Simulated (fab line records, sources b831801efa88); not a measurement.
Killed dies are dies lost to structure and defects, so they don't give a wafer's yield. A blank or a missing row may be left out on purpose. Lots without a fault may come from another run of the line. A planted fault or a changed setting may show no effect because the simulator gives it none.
One fault seen from 2 desks | flow sky130 | each desk has only its own numbers; what lay behind them comes last

THE TOOL OWNER'S DESK: cvd_w-01
The tool's own readings at SKY_VIA1_CVD_21 (deposits W, target thk 270 nm, time 80.902 s): means of the sampled wafers that have a number, for each lot that ran on this tool. A lot is out of limits, marked OUT, if its mean lies more than 4 standard deviations from the usual mean; the brackets give that distance.
Columns: A = heater_power_w at SKY_VIA1_CVD_21, usual 891 W; B = susceptor_temp_C at SKY_VIA1_CVD_21, usual 400.02 C
lot  | first seen here | A    | B
L656 | day 35 01:40    | 945  | 400.15
L657 | day 35 13:40    | 960  | 399.96
L665 | day 38 00:25    | 948  | 400.22
L667 | day 38 16:27    | 901  | 400.10
L668 | day 38 20:20    | 1010 | 400.15
L669 | day 39 04:10    | 944  | 400.02
This desk's finding: nothing out of limits on any of the 6 lots.

THE METROLOGY DESK
What the gauges read, lot by lot, whatever tool the lot ran on: means of the sampled wafers that have a number. A lot is out of limits, marked OUT, if its mean lies more than 4 standard deviations from the usual mean; the brackets give that distance.
Columns: A = LOCAL_INTERCONNECT_OVL at SKY_LOCAL_INTERCONNECT_OVL_MEAS_12, usual 1 nm; B = VIA1_W_RS at SKY_VIA1_RS_MEAS_22, usual 0.429 ohm/sq; C = VIA1_W_THK at SKY_VIA1_THK_MEAS_23, usual 260 nm
lot  | first seen here | A  | B               | C
L656 | day 31 10:46    | 7  | 0.431           | 254
L657 | day 31 23:59    | -5 | 0.433           | 262
L661 | day 33 01:02    | 1  | 0.429           | 254
L662 | day 33 12:11    | -2 | 0.429           | 262
L663 | day 33 19:25    | -0 | 0.431           | 261
L664 | day 34 11:50    | 2  | 0.432           | 258
L665 | day 34 12:11    | 1  | 0.430           | 258
L667 | day 35 04:08    | 4  | 0.557 (+31) OUT | 204 (-14) OUT
L668 | day 35 08:57    | 5  | 0.492 (+15) OUT | 238 (-5.4) OUT
L669 | day 35 16:46    | -4 | 0.497 (+16) OUT | 231 (-7.2) OUT
This desk's finding: out of limits on L667, L668, L669; first on L667, day 38 16:34 (VIA1_W_RS at SKY_VIA1_RS_MEAS_22). In limits: L656, L657, L661, L662, L663, L664, L665.

PUT TOGETHER
The metrology desk could have raised an alarm at day 38 16:34, on L667, L668, L669.
The tool owner's desk saw nothing out of limits.
The tool owner's desk has L667, L668, L669 on record, within its limits.
Of the lots named, all ran SKY_VIA1_CVD_21 on cvd_w-01.

WHAT THE SIMULATOR HAD PUT IN
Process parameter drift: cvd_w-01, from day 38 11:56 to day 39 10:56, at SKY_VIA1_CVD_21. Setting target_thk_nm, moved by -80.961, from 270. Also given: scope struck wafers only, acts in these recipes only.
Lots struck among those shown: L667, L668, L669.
Hours from the fault's start to each desk's first reading out of limits: the metrology desk, 5.
